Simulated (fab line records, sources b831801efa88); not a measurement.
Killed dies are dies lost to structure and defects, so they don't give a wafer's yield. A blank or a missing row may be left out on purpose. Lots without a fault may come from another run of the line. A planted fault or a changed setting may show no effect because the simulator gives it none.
fab line records | flow sky130
record lots=6 wafers=18 last_day=50
route steps=708 shown LDD_HVP@287 LDD_LDN@289 PAD_OPEN@708
lots that met no fault: from a run of the same line without faults
start_h: hours from the record's first day to the start of the lot's first wafer shown | wait_h: hours since the lot's step before | " the same as in the row above | L1.1+2: a row that stands for several wafers | - no value, or no start given | * or withheld: withheld | < > ~ a bound
route shown NAME@n: a module of which the file shows steps, and the number in the route of the first | usual: mean/standard deviation of fault-free wafers | same: alike in all rows | chamber/n: place in a boat | sites: the reading at each site | _std_site: their standard deviation | _edge_site: outer sites' mean less inner sites' | radius_mm: how far each site lies from the wafer's centre | mask NAME#n: copy n | behind: the tool/chamber that last shaped the wafer | hold: why the lot was held/for how many hours/how that ended | device: the transistor (n, p or np) that didn't switch | end of line: the same wafers' tests at the end of the route | a step without rows: its recipe alone | killed: dies lost to structure and defects at the first sort, not the wafer's yield | map: a wafer's dies, x killed, . not, _ none there
set.NAME: the setting as run; set.NAME@STEP: as run at that earlier step | model.NAME: the simulator's own value behind a step, which no gauge read
lots at some steps of the route; a table a step, a row a wafer
services: from which hour (start_h, from the record's first day; less than 0 if before it) a tool's chamber was out of use, for how many hours, and why
## steps
# step SKY_LDD_HVP_STRIP_09
# recipe chemistry=O2/N2 power_w=1400 pressure_mtorr=1500 platen_temp_c=withheld o2_flow_sccm=3000 n2_flow_sccm=300 overash_fraction=0.5
# usual drypump_motor_current_A=5.7/0.5 oes_product_au=0.409/0.0046 strip_time_to_endpoint_s=4.130/0.016
# columns lot.wafer tool chamber start_h wait_h drypump_motor_current_A oes_product_au rf_hours_counter_h strip_time_to_endpoint_s
L893.1 plasma_asher-02 0 533.22 0.1 5.7 0.413 81 4.115
L893.5 " 0 " " 5.7 0.408 - 4.128
L893.6 " 1 " " 5.4 0.411 - 4.148
L895.2 plasma_asher-02 0 552.22 0.1 5.7 0.406 83 4.132
L895.3 " 0 " " 5.7 0.413 - 4.113
L895.6 " 1 " " 5.4 0.407 - 4.138
L901.1 plasma_asher-02 1 603.82 0.1 5.4 0.405 88 4.102
L901.2 " 0 " " 5.7 0.414 88 4.099
L901.4 " 0 " " 5.7 0.404 - 4.090
L909.1 plasma_asher-01 0 657.50 0.1 5.3 0.409 21 4.139
L909.3 " 0 " " 5.2 0.412 - 4.136
L909.6 " 0 " " 5.3 0.414 - 4.132
L910.1 plasma_asher-03 1 674.45 0.1 6.7 0.402 59 4.127
L910.3 " 1 " " 6.7 0.413 - 4.109
L910.4 " 0 " " 5.9 0.406 - 4.125
L913.2 plasma_asher-02 1 683.92 0.1 5.4 0.407 97 4.144
L913.3 " 0 " " 5.7 0.411 - 4.146
L913.5 " 0 " " 5.7 0.400 - 4.128
# step SKY_LDD_HVP_TW_MEAS_10
# usual LDD_HVP_TW=456/4.2
# columns lot.wafer tool chamber start_h wait_h LDD_HVP_TW
L893.1 film_metro-01 - 533.32 0.1 460
L893.5 " - " " 457
L893.6 " - " " 457
L895.2 film_metro-02 - 552.33 0.1 450
L895.3 " - " " 449
L895.6 " - " " 452
L901.1 film_metro-02 - 603.96 0.1 455
L901.2 " - " " 455
L901.4 " - " " 454
L909.1 film_metro-02 - 657.60 0.1 457
L909.3 " - " " 456
L909.6 " - " " 457
L910.1 film_metro-02 - 674.55 0.1 454
L910.3 " - " " 451
L910.4 " - " " 451
L913.2 film_metro-02 - 684.03 0.1 454
L913.3 " - " " 452
L913.5 " - " " 450
# step SKY_LDD_LDN_DEHYDRATE_00
# recipe temp_c=200 time_s=60
# step SKY_LDD_LDN_HMDS_01
# recipe prime_time_s=60 prime_temp_c=120
# step SKY_LDD_LDN_COAT_02
# recipe resist=NOVOLAK spin_rpm=3000 resist_thk_nm=1140
# step SKY_LDD_LDN_SOFTBAKE_03
# recipe temp_c=90 time_s=60 resist=NOVOLAK
# step SKY_LDD_LDN_EXPOSE_04
# recipe mask_id=LDNTM na=0.6 source_shape=conventional sigma_outer=0.6 polarization=unpolarized target_cd_nm=700 dose_mj=140
# step SKY_LDD_LDN_PEB_05
# recipe temp_c=withheld time_s=* resist=NOVOLAK
# step SKY_LDD_LDN_DEVELOP_06
# recipe resist=NOVOLAK developer=TMAH develop_time_s=60 dev_temp_c=23
# step SKY_LDD_LDN_OVL_MEAS_07
# usual LDD_LDN_OVL=-0.3/1.3
# columns lot.wafer tool chamber start_h wait_h LDD_LDN_OVL[nm]
L893.1 overlay-01 - 562.78 0.1 1.5
L893.5 " - " " -0.1
L893.6 " - " " 0.4
L895.2 overlay-01 - 581.34 0.1 2.5
L895.3 " - " " 1.2
L895.6 " - " " 1.7
L901.1 overlay-02 - 632.86 0.1 -1.9
L901.2 " - " " -0.5
L901.4 " - " " -1.5
L909.1 overlay-02 - 685.51 0.1 0.9
L909.3 " - " " 0.5
L909.6 " - " " 1.7
L910.1 overlay-02 - 702.28 0.1 1.8
L910.3 " - " " 1.3
L910.4 " - " " 1.5
L913.2 overlay-01 - 711.67 0.1 0.5
L913.3 " - " " -0.1
L913.5 " - " " 0.0
# step SKY_LDD_LDN_IMPLANT_08
# recipe species=As energy_kev=15 dose_cm2=1.25e+13 tilt_deg=withheld rotation_deg=23
# step SKY_LDD_LDN_IMPLANT_09
# recipe species=As energy_kev=15 dose_cm2=1.25e+13 tilt_deg=withheld rotation_deg=113
# step SKY_LDD_LDN_IMPLANT_10
# recipe species=As energy_kev=15 dose_cm2=1.25e+13 tilt_deg=withheld rotation_deg=203
# usual beam_energy_keV=14.998/0.0055 dose_ions_cm2=1.25e+13/1.5e+10 faraday_current_uA=70.4/1.4
# columns lot.wafer tool chamber start_h wait_h beam_energy_keV dose_ions_cm2 faraday_current_uA
L893.1 implanter-02 0 563.12 0.1 15.000 1.2478e+13 71.4
L893.5 " 0 " " 15.001 1.248e+13 69.7
L893.6 " 0 " " 14.998 1.2504e+13 69.6
L895.2 implanter-02 0 581.69 0.1 15.000 1.2475e+13 71.7
L895.3 " 0 " " 15.003 1.2499e+13 68.5
L895.6 " 0 " " 15.004 1.2516e+13 70.6
L901.1 implanter-01 0 633.19 0.1 15.013 1.2513e+13 70.0
L901.2 " 0 " " 15.003 1.2482e+13 69.7
L901.4 " 0 " " 15.005 1.2499e+13 69.4
L909.1 implanter-02 0 685.84 0.1 15.002 6.338e+12 34.5
L909.3 " 0 " " 15.006 6.336e+12 36.1
L909.6 " 0 " " 14.995 6.318e+12 34.7
L910.1 implanter-02 0 702.62 0.1 14.991 6.344e+12 35.6
L910.3 " 0 " " 14.992 6.293e+12 34.9
L910.4 " 0 " " 14.996 6.309e+12 35.1
L913.2 implanter-01 0 712.02 0.1 14.994 1.2503e+13 73.2
L913.3 " 0 " " 14.994 1.2474e+13 69.2
L913.5 " 0 " " 14.990 1.2473e+13 71.3
# step SKY_LDD_LDN_IMPLANT_11
# recipe species=As energy_kev=15 dose_cm2=1.25e+13 tilt_deg=withheld rotation_deg=293
# step SKY_LDD_LDN_STRIP_12
# recipe chemistry=O2/N2 power_w=1400 pressure_mtorr=1500 platen_temp_c=withheld o2_flow_sccm=3000 n2_flow_sccm=300 overash_fraction=0.5
# usual drypump_motor_current_A=5.5/0.43 oes_product_au=0.715/0.0047 strip_time_to_endpoint_s=14.17/0.044
# columns lot.wafer tool chamber start_h wait_h drypump_motor_current_A oes_product_au rf_hours_counter_h strip_time_to_endpoint_s
L893.1 plasma_asher-04 1 563.42 0.1 5.2 0.719 67 14.11
L893.5 " 1 " " 5.2 0.716 - 14.13
L893.6 " 0 " " 5.2 0.727 - 14.11
L895.2 plasma_asher-03 1 581.97 0.1 6.7 0.715 51 14.10
L895.3 " 1 " " 6.7 0.709 - 14.13
L895.6 " 0 " " 5.9 0.717 - 14.10
L901.1 plasma_asher-04 0 633.49 0.1 5.2 0.717 74 14.21
L901.2 " 1 " " 5.1 0.714 74 14.21
L901.4 " 1 " " 5.1 0.722 - 14.23
L909.1 plasma_asher-04 1 686.14 0.1 5.2 0.713 79 14.15
L909.3 " 0 " " 5.2 0.712 - 14.14
L909.6 " 1 " " 5.2 0.710 - 14.15
L910.1 plasma_asher-04 0 702.92 0.1 5.2 0.709 81 14.20
L910.3 " 1 " " 5.2 0.724 - 14.20
L910.4 " 0 " " 5.3 0.719 - 14.21
L913.2 plasma_asher-04 1 712.30 0.1 5.1 0.712 82 14.17
L913.3 " 0 " " 5.2 0.706 - 14.14
L913.5 " 0 " " 5.2 0.720 - 14.15
# step SKY_LDD_LDN_TW_MEAS_13
# usual LDD_LDN_TW=1488/8.6
# columns lot.wafer tool chamber start_h wait_h LDD_LDN_TW
L893.1 film_metro-01 - 563.52 0.1 1473
L893.5 " - " " 1481
L893.6 " - " " 1484
L895.2 film_metro-04 - 582.08 0.1 1494
L895.3 " - " " 1487
L895.6 " - " " 1477
L901.1 film_metro-03 - 633.59 0.1 1485
L901.2 " - " " 1482
L901.4 " - " " 1477
L909.1 film_metro-03 - 686.24 0.1 1423
L909.3 " - " " 1421
L909.6 " - " " 1424
L910.1 film_metro-04 - 703.02 0.1 1436
L910.3 " - " " 1437
L910.4 " - " " 1431
L913.2 film_metro-03 - 712.41 0.1 1487
L913.3 " - " " 1486
L913.5 " - " " 1491
# step SKY_LDD_LDN_CLEAN_14
# recipe chemistry=SC1/SC2 mix=1:4:20 temp_c=70 time_s=150 dry=n2_spin
# step SKY_PAD_OPEN_PROBE_99
# usual killed_at_M0_to_M3=45/7.2 killed_at_M4_up=3.0/1.8 killed_at_contacts=25/6.1 killed_at_front_end=14/4.4 killed_at_other=0.2/0.44 killed_dies=88/10 killed_open=48/7.4 killed_short=40/6.3
# same gross_dies=492 killed_at_back_side=0
# columns lot.wafer tool chamber start_h wait_h killed_at_M0_to_M3 killed_at_M4_up killed_at_contacts killed_at_front_end killed_at_other killed_dies killed_open killed_short model.etest.tip_sonos.rs_ohm_sq
L893.1 prober-01 - 1105.10 0.1 40 5 30 19 0 94 46 48 2634
L893.5 prober-01 - 1105.30 0.2 46 4 14 11 1 76 38 38 2585
L893.6 prober-01 - 1105.35 0.2 41 3 25 14 0 83 44 39 2600
L895.2 prober-01 - 1120.07 0.1 38 5 26 17 1 87 41 46 2640
L895.3 prober-01 - 1120.12 0.2 45 4 21 11 0 81 42 39 2626
L895.6 prober-01 - 1120.27 0.2 27 4 26 15 0 72 36 36 2662
L901.1 prober-01 - 1149.49 0.1 49 2 25 14 0 90 51 39 2739
L901.2 prober-01 - 1149.54 0.1 49 5 15 26 0 95 39 56 2678
L901.4 prober-01 - 1149.64 0.2 53 3 25 13 1 95 53 42 2716
L909.1 prober-02 - 1186.18 0.1 42 2 23 14 0 81 50 31 2895
L909.3 prober-02 - 1186.28 0.2 46 4 17 14 1 82 48 34 2862
L909.6 prober-02 - 1186.43 0.2 33 6 22 11 0 72 46 26 2861
L910.1 prober-02 - 1195.59 0.1 33 8 30 19 0 90 50 40 2811
L910.3 prober-02 - 1195.69 0.2 51 4 23 14 0 92 55 37 2862
L910.4 prober-02 - 1195.74 0.2 48 6 17 12 0 83 42 41 2799
L913.2 prober-02 - 1198.52 0.1 51 2 21 19 1 94 50 44 2657
L913.3 prober-02 - 1198.57 0.2 42 1 13 13 1 70 42 28 2690
L913.5 prober-02 - 1198.67 0.2 47 3 16 11 1 78 38 40 2722
# killed by level:class
L893.1 CONTACT:geometric_particle:open=10 POLY_GATE:geometric_particle:short=9 LI_CONTACT:geometric_particle:open=9 METAL2:geometric_particle:short=7 VIA3:geometric_particle:open=6 LI_CONTACT:geometric_particle:short=6 VIA2:geometric_particle:open=6 VIA1:geometric_particle:short=5
L893.5 VIA2:geometric_particle:open=9 VIA1:geometric_particle:open=8 VIA1:geometric_particle:short=6 LI_CONTACT:geometric_particle:open=5 VIA3:geometric_particle:open=5 CONTACT:geometric_particle:open=4 METAL2:geometric_particle:short=4 VIA2:geometric_particle:short=4
L893.6 CONTACT:geometric_particle:open=9 LI_CONTACT:geometric_particle:open=8 VIA3:geometric_particle:open=7 POLY_GATE:geometric_particle:short=6 VIA1:geometric_particle:open=6 VIA1:geometric_particle:short=5 CONTACT:geometric_particle:short=5 VIA2:geometric_particle:open=5
L895.2 CONTACT:geometric_particle:short=9 METAL1:geometric_particle:short=9 VIA3:geometric_particle:open=9 LI_CONTACT:geometric_particle:open=6 VIA2:geometric_particle:open=6 FIELD_ISO:geometric_particle:short=5 FIELD_ISO:geometric_particle:open=5 LI_CONTACT:geometric_particle:short=5
L895.3 VIA2:geometric_particle:open=10 LI_CONTACT:geometric_particle:open=9 VIA1:geometric_particle:open=7 METAL1:geometric_particle:short=7 CONTACT:geometric_particle:open=5 VIA3:geometric_particle:open=5 SPACER:geometric_particle:short=4 METAL2:geometric_particle:short=4
L895.6 VIA2:geometric_particle:open=8 LOCAL_INTERCONNECT:geometric_particle:short=7 CONTACT:geometric_particle:short=6 FIELD_ISO:geometric_particle:open=5 LI_CONTACT:geometric_particle:open=5 POLY_GATE:geometric_particle:open=4 CONTACT:geometric_particle:open=4 VIA1:geometric_particle:short=4
L901.1 VIA1:geometric_particle:open=14 CONTACT:geometric_particle:open=10 LI_CONTACT:geometric_particle:open=9 VIA2:geometric_particle:short=6 VIA3:geometric_particle:open=5 METAL2:geometric_particle:short=5 VIA2:geometric_particle:open=5 METAL3:geometric_particle:short=5
L901.2 POLY_GATE:geometric_particle:short=9 VIA1:geometric_particle:open=9 VIA3:geometric_particle:open=7 POLY_GATE:geometric_particle:open=6 VIA2:geometric_particle:short=6 METAL1:geometric_particle:short=6 VIA1:geometric_particle:short=6 CONTACT:geometric_particle:open=5
L901.4 VIA1:geometric_particle:open=12 CONTACT:geometric_particle:open=11 VIA3:geometric_particle:open=8 POLY_GATE:geometric_particle:open=6 METAL1:geometric_particle:short=6 LI_CONTACT:geometric_particle:open=5 METAL2:geometric_particle:short=5 VIA1:geometric_particle:short=5
L909.1 VIA3:geometric_particle:open=11 LI_CONTACT:geometric_particle:open=10 VIA1:geometric_particle:open=10 POLY_GATE:geometric_particle:short=6 CONTACT:geometric_particle:open=6 VIA2:geometric_particle:open=6 METAL2:geometric_particle:short=5 METAL1:geometric_particle:short=4
L909.3 VIA1:geometric_particle:open=10 VIA3:geometric_particle:open=10 VIA2:geometric_particle:open=8 FIELD_ISO:geometric_particle:short=6 CONTACT:geometric_particle:open=6 LI_CONTACT:geometric_particle:open=5 VIA1:geometric_particle:short=5 METAL1:geometric_particle:short=4
L909.6 CONTACT:geometric_particle:open=11 VIA3:geometric_particle:open=8 VIA1:geometric_particle:open=7 VIA2:geometric_particle:open=5 METAL1:geometric_particle:short=4 LI_CONTACT:geometric_particle:open=4 METAL4:geometric_particle:short=4 FIELD_ISO:geometric_particle:open=3
L910.1 VIA1:geometric_particle:open=11 CONTACT:geometric_particle:open=10 POLY_GATE:geometric_particle:open=7 LI_CONTACT:geometric_particle:open=6 LOCAL_INTERCONNECT:geometric_particle:short=6 CONTACT:geometric_particle:short=6 VIA3:geometric_particle:open=6 FIELD_ISO:geometric_particle:short=5
L910.3 CONTACT:geometric_particle:open=12 VIA1:geometric_particle:open=11 VIA3:geometric_particle:open=9 METAL3:geometric_particle:short=7 VIA2:geometric_particle:open=6 FIELD_ISO:geometric_particle:open=5 VIA1:geometric_particle:short=5 LI_CONTACT:geometric_particle:open=4
L910.4 VIA3:geometric_particle:open=10 METAL1:geometric_particle:short=7 VIA1:geometric_particle:open=7 METAL2:geometric_particle:short=6 VIA2:geometric_particle:open=6 VIA1:geometric_particle:short=5 CONTACT:geometric_particle:open=5 METAL4:geometric_particle:short=5
L913.2 VIA1:geometric_particle:open=12 CONTACT:geometric_particle:open=11 METAL2:geometric_particle:short=11 VIA3:geometric_particle:open=7 VIA2:geometric_particle:open=6 FIELD_ISO:geometric_particle:short=5 CONTACT:geometric_particle:short=5 VIA1:geometric_particle:short=3
L913.3 VIA2:geometric_particle:open=9 VIA1:geometric_particle:open=8 VIA3:geometric_particle:open=8 LI_CONTACT:geometric_particle:open=5 CONTACT:geometric_particle:short=4 POLY_GATE:geometric_particle:short=3 POLY_GATE:geometric_particle:open=3 METAL3:geometric_particle:short=3
L913.5 VIA1:geometric_particle:open=11 VIA1:geometric_particle:short=10 METAL1:geometric_particle:short=8 CONTACT:geometric_particle:open=7 VIA2:geometric_particle:open=5 POLY_GATE:geometric_particle:open=4 LI_CONTACT:geometric_particle:open=4 METAL2:geometric_particle:short=3
## services
# columns tool chamber start_h hours kind
implanter-02 - 516.84 3.1 repair
plasma_asher-01 - 549.55 1.8 repair
implanter-02 - 570.84 4.1 pm
plasma_asher-04 - 640.21 1.2 repair
plasma_asher-04 - 641.40 2.8 pm
implanter-01 - 654.81 5.5 pm
implanter-02 - 687.14 1.8 repair
implanter-02 - 708.69 38.7 repair
## key
first_sign step=SKY_LDD_LDN_IMPLANT_10 reading=dose_ions_cm2 direction=down sigmas=99+ usual=* struck=*
effect step=SKY_LDD_LDN_IMPLANT_10 reading=faraday_current_uA direction=down sigmas=26 usual=70.4 struck=35.2
effect step=SKY_LDD_LDN_TW_MEAS_13 reading=LDD_LDN_TW direction=down sigmas=6.9 usual=1488 struck=1429
model_effect step=SKY_PAD_OPEN_PROBE_99 value=etest.tip_sonos.rs_ohm_sq without=2658 struck=2848
met_at SKY_LDD_LDN_IMPLANT_10
struck_wafers L909.1,L909.3,L909.6,L910.1,L910.3,L910.4
tester_left_out L909,L910
onset_between 581.69 685.84
fault kind=process_parameter_drift tool=implanter-02 chamber=- onset_h=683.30 steps=SKY_LDD_LDN_IMPLANT_10 channel=dose_cm2 offset=* shape=step end_h=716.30 acts_in=* stated=*
# tester_left_out: of these lots the tester's yield and bins aren't shown, on N5 and GAA mostly nor the transistor test; their killed dies are dies lost to structure and defects alone, not to doping, threshold or leakage, so they don't give the yield
